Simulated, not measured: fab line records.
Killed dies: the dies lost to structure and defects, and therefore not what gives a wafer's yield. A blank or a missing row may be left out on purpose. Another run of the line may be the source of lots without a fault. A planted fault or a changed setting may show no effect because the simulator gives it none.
Matching of chambers | flow gf180mcu | 3 sister chambers for GF_V3_CVD_00 on hdpcvd-01
The step deposits SiO2, target thk 600 nm, time 100 s. 3 wafers are shown with their chamber, then 9 later ones without.

EACH WAFER AND ITS CHAMBER
wafer  | chamber | sih4FlowSccm (sccm)
L876.2 | 0       | 60.28
L876.4 | 1       | 59.83
L876.5 | 2       | 59.89

WAFERS WHOSE CHAMBER IS MISSING
wafer  | sih4FlowSccm (sccm)
L878.2 | 59.75
L878.3 | 60.31
L878.4 | 60.36
L879.1 | 60.00
L879.4 | 60.05
L879.5 | 60.04
L881.2 | 59.69
L881.3 | 60.09
L881.6 | 60.13

WHICH CHAMBER EACH ONE RAN IN
wafer  | from the rows above          | in truth
L878.2 | can't be placed: 1 or 2      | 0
L878.3 | 0                            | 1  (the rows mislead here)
L878.4 | 0                            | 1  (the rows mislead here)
L879.1 | can't be placed: 2 or 1 or 0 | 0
L879.4 | can't be placed: 2 or 1 or 0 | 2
L879.5 | can't be placed: 2 or 1 or 0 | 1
L881.2 | can't be placed: 1 or 2      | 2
L881.3 | can't be placed: 0 or 2 or 1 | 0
L881.6 | can't be placed: 0 or 2 or 1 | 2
Placed correctly: 0 of 9. From these rows, 7 cannot be placed; in 6 the true chamber is one of the candidates. Number placed wrongly: 2.
How it was worked out, from the rows above alone: a wafer's distance from a chamber is the root of the sum, over the readings, of the square of ((its reading less the chamber's mean) divided by the reading's scatter). If the next closest chamber is less than 2 further off than the closest, the wafer can't be placed; otherwise it belongs to the closest. A chamber's mean is the mean of its shown wafers. The scatter: with one shown wafer a chamber, the root of the mean of the squares of how far each hidden wafer lies from its nearest shown one.
